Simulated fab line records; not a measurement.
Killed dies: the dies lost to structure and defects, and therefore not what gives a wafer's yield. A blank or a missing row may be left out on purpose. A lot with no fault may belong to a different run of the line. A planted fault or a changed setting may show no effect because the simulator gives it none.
Which tool was responsible? + flow gf180mcu + Sampling: 10 lots, 30 wafers, 7 of 602 route steps

## WHAT THE GAUGES SHOWED, per wafer
GF_V4_THK_MEAS_03. Usual: V4_CVD_02_THK gives 852 nm (standard deviation 12).
| lot  | measured     | on            | V4_CVD_02_THK (nm) | flag |
|------|--------------|---------------|--------------------|------|
| L234 | day 24 14:08 | film-metro-04 | 859 849 860        |      |
| L236 | day 25 09:47 | film-metro-04 | 859 843 849        |      |
| L237 | day 25 12:17 | film-metro-04 | 831 848 850        |      |
| L241 | day 26 19:17 | film-metro-01 | 859 874 861        |      |
| L242 | day 27 04:00 | film-metro-03 | 827 843 837        |      |
| L245 | day 28 03:28 | film-metro-03 | 844 850 841        |      |
| L246 | day 28 09:21 | film-metro-03 | 852 859 864        |      |
| L249 | day 29 06:49 | film-metro-03 | 843 853 859        |      |
| L251 | day 29 21:23 | film-metro-01 | 834 833 880        |      |
| L252 | day 30 02:50 | film-metro-01 | 851 844 839        |      |

GF_V4_OVL_MEAS_15. Usual: V4_OVL gives -1 nm (standard deviation 6.2).
| lot  | measured     | on         | V4_OVL (nm) | flag |
|------|--------------|------------|-------------|------|
| L234 | day 25 11:37 | overlay-01 | 1 -7 -9     |      |
| L236 | day 26 07:17 | overlay-02 | 2 4 -1      |      |
| L237 | day 26 09:34 | overlay-02 | -3 -9 -6    |      |
| L241 | day 27 15:38 | overlay-02 | 3 3 -2      |      |
| L242 | day 28 01:04 | overlay-01 | 0 -2 4      |      |
| L245 | day 28 23:43 | overlay-02 | -3 9 -2     |      |
| L246 | day 29 05:10 | overlay-01 | -8 2 2      |      |
| L249 | day 30 02:25 | overlay-01 | -8 -1 -2    |      |
| L251 | day 30 16:01 | overlay-02 | -1 -15 -7   |      |
| L252 | day 30 20:46 | overlay-01 | -1 4 -4     |      |

GF_MIM_RS_MEAS_10: measures by four-point-probe. Usual: MIM_ALCU_RS gives 0.1607 ohm/sq (standard deviation 0.0023).
| lot  | measured     | on            | MIM_ALCU_RS (ohm/sq)                      | flag |
|------|--------------|---------------|-------------------------------------------|------|
| L234 | day 25 13:35 | film-metro-01 | 0.1644 0.1612 0.1641                      |      |
| L236 | day 26 09:06 | film-metro-01 | 0.1587 0.1636 0.1609                      |      |
| L237 | day 26 11:35 | film-metro-04 | 0.1580 0.1627 0.1576                      |      |
| L241 | day 27 17:27 | film-metro-01 | 0.2319 0.1620 0.1580 0.2319 0.1615 0.1582 | OFF  |
| L242 | day 28 02:53 | film-metro-02 | 0.1610 0.1580 0.1612                      |      |
| L245 | day 29 01:38 | film-metro-01 | 0.1592 0.1590 0.1597                      |      |
| L246 | day 29 07:01 | film-metro-02 | 0.1582 0.1624 0.1599                      |      |
| L249 | day 30 04:19 | film-metro-02 | 0.1629 0.1613 0.1578                      |      |
| L251 | day 30 17:50 | film-metro-02 | 0.1623 0.1618 0.1633                      |      |
| L252 | day 30 22:35 | film-metro-02 | 0.1581 0.1578 0.1618                      |      |

GF_MIM_THK_MEAS_11: measures by xrf. Usual: MIM_ALCU_THK gives 202.2 nm (standard deviation 2.9).
| lot  | measured     | on            | MIM_ALCU_THK (nm)                   | flag |
|------|--------------|---------------|-------------------------------------|------|
| L234 | day 25 13:42 | film-metro-01 | 197.7 201.0 196.3                   |      |
| L236 | day 26 09:13 | film-metro-01 | 203.9 197.4 203.3                   |      |
| L237 | day 26 11:43 | film-metro-04 | 205.2 200.7 206.1                   |      |
| L241 | day 27 21:08 | film-metro-01 | 161.2 199.8 205.1 158.7 201.1 205.7 | OFF  |
| L242 | day 28 03:00 | film-metro-02 | 202.6 206.1 202.4                   |      |
| L245 | day 29 01:46 | film-metro-01 | 203.5 203.3 203.2                   |      |
| L246 | day 29 07:08 | film-metro-02 | 203.5 199.7 202.6                   |      |
| L249 | day 30 04:25 | film-metro-02 | 199.7 202.0 205.7                   |      |
| L251 | day 30 17:57 | film-metro-02 | 199.7 201.6 199.3                   |      |
| L252 | day 30 22:42 | film-metro-02 | 205.6 206.3 201.1                   |      |

GF_M5_CD_MEAS_07: the cd target is 280 nm. Usual: cd-nm at 279.9 nm, with a standard deviation of 1.1.
| lot  | measured     | on        | cd-nm (nm)        | flag |
|------|--------------|-----------|-------------------|------|
| L234 | day 27 07:54 | cd-sem-02 | 280.5 280.3 280.0 |      |
| L236 | day 28 01:58 | cd-sem-01 | 277.5 277.3 278.4 |      |
| L237 | day 28 04:33 | cd-sem-02 | 278.4 278.5 279.0 |      |
| L241 | day 29 08:46 | cd-sem-01 | 281.6 281.7 282.1 |      |
| L242 | day 29 17:33 | cd-sem-02 | 280.6 279.5 281.0 |      |
| L245 | day 30 15:12 | cd-sem-02 | 281.5 281.6 281.1 |      |
| L246 | day 30 20:09 | cd-sem-01 | 281.3 280.1 280.9 |      |
| L249 | day 31 16:19 | cd-sem-01 | 279.6 280.6 278.5 |      |
| L251 | day 32 05:42 | cd-sem-01 | 279.3 279.8 278.6 |      |
| L252 | day 32 08:52 | cd-sem-01 | 278.8 280.5 280.3 |      |

## WHICH TOOL RAN EACH LOT (tool, then ch and the chambers of the sampled wafers, then the start)
| lot  | GF_MIM_SPUTTER_08            | GF_MIM_METAL_ETCH_19              |
|------|------------------------------|-----------------------------------|
| L234 | pvd-sputter-04, day 25 13:31 | rie-metal-02 ch 0,1, day 26 11:00 |
| L236 | pvd-sputter-04, day 26 09:01 | rie-metal-04 ch 0, day 27 05:21   |
| L237 | pvd-sputter-04, day 26 11:32 | rie-metal-03 ch 1, day 27 08:12   |
| L241 | pvd-sputter-04, day 27 17:22 | rie-metal-03 ch 0,1, day 28 12:45 |
| L242 | pvd-sputter-02, day 28 02:49 | rie-metal-04 ch 0,1, day 28 21:39 |
| L245 | pvd-sputter-01, day 29 01:35 | rie-metal-04 ch 0,1, day 29 20:11 |
| L246 | pvd-sputter-01, day 29 06:57 | rie-metal-02 ch 0,1, day 30 01:48 |
| L249 | pvd-sputter-02, day 30 04:14 | rie-metal-02 ch 0,1, day 30 22:30 |
| L251 | pvd-sputter-01, day 30 17:46 | rie-metal-04 ch 0,1, day 31 12:00 |
| L252 | pvd-sputter-02, day 30 22:31 | rie-metal-03 ch 0,1, day 31 15:57 |
- GF_MIM_SPUTTER_08: material AlCu, target thk 200 nm, time 10.6 s.
- GF_MIM_METAL_ETCH_19: etches the open film in Cl2/BCl3, stops on Si3N4, target depth 324.5 nm, time 54.1 s.

## WHAT THE TOOLS THEMSELVES READ (means of the sampled wafers that have a number; where no wafer has one, the mark that the record gives instead)
GF_MIM_SPUTTER_08. Usual: chamber-pressure-pa 0.4001 Pa, standard deviation 0.00084; throttle-valve-pct 30.3 %, standard deviation 1.2.
| lot  | tool           | chamber-pressure-pa (Pa) | throttle-valve-pct (%) | flag |
|------|----------------|--------------------------|------------------------|------|
| L234 | pvd-sputter-04 | 0.3992                   | 30.6                   |      |
| L236 | pvd-sputter-04 | 0.3996                   | 29.3                   |      |
| L237 | pvd-sputter-04 | 0.4000                   | 30.4                   |      |
| L241 | pvd-sputter-04 | 0.3999                   | 30.5                   |      |
| L242 | pvd-sputter-02 | 0.4002                   | 30.4                   |      |
| L245 | pvd-sputter-01 | 0.3993                   | 30.0                   |      |
| L246 | pvd-sputter-01 | 0.3995                   | 30.6                   |      |
| L249 | pvd-sputter-02 | 0.4001                   | 30.8                   |      |
| L251 | pvd-sputter-01 | 0.4007                   | 30.7                   |      |
| L252 | pvd-sputter-02 | 0.4001                   | 30.4                   |      |

GF_MIM_METAL_ETCH_19. Usual: drypump-motor-current-A 5.8 A, standard deviation 0.4; mfc-cl2-sccm 79.96 sccm, standard deviation 0.26; oes-product-au 0.940 a.u., standard deviation 0.0071; throttle-valve-pct 28.283 %, standard deviation 0.012.
| lot  | tool         | drypump-motor-current-A (A) | mfc-cl2-sccm (sccm) | oes-product-au (a.u.) | throttle-valve-pct (%) | flag |
|------|--------------|-----------------------------|---------------------|-----------------------|------------------------|------|
| L234 | rie-metal-02 | 5.3                         | 79.99               | 0.931                 | 28.289                 |      |
| L236 | rie-metal-04 | 5.7                         | 79.96               | 0.940                 | 28.291                 |      |
| L237 | rie-metal-03 | 6.3                         | 80.11               | 0.945                 | 28.280                 |      |
| L241 | rie-metal-03 | 6.1                         | 80.16               | 0.913                 | 28.309                 | OFF  |
| L242 | rie-metal-04 | 5.8                         | 79.79               | 0.942                 | 28.284                 |      |
| L245 | rie-metal-04 | 5.8                         | 79.88               | 0.937                 | 28.283                 |      |
| L246 | rie-metal-02 | 5.2                         | 79.76               | 0.943                 | 28.273                 |      |
| L249 | rie-metal-02 | 5.2                         | 79.91               | 0.938                 | 28.291                 |      |
| L251 | rie-metal-04 | 5.8                         | 79.93               | 0.935                 | 28.292                 |      |
| L252 | rie-metal-03 | 6.0                         | 80.05               | 0.942                 | 28.283                 |      |

## THE ANSWER, worked out from the rows above alone
Rule: take the mean of a lot's wafers that have a number; if it is more than 3 standard deviations from the usual mean, the lot is off. A lot without any number at a reading at which 4 lots or more have one is off too. Any other lot the step has rows for is counted as sound. Order of review: gauges by route order, followed by the tools' own readings, for which a lot's mean as printed above is used. The first step at which some lot is off is used, and at that step the reading that is off furthest; a lot without a number counts as furthest.
Off: at GF_MIM_RS_MEAS_10 (MIM_ALCU_RS), L241.
A tool fits if, at a process step before that reading, it ran every lot that is off, and no sound lot after the first of them. The gauges at GF_MIM_RS_MEAS_10 aren't tried: what is off there is off at GF_MIM_METAL_ETCH_19 too, on other tools, and a gauge's error can't cause that. One fits: pvd-sputter-04 at GF_MIM_SPUTTER_08. Its last sound lot is L237 (day 26 11:32), its first lot that is off L241 (day 27 17:22): a fault that began between those two fits.

## WHAT THE SIMULATOR PUT IN
Site profile drift: pvd-sputter-04, from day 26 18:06 on, at GF_MIM_SPUTTER_08. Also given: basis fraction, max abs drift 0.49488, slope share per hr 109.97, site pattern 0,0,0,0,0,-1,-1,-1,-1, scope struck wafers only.
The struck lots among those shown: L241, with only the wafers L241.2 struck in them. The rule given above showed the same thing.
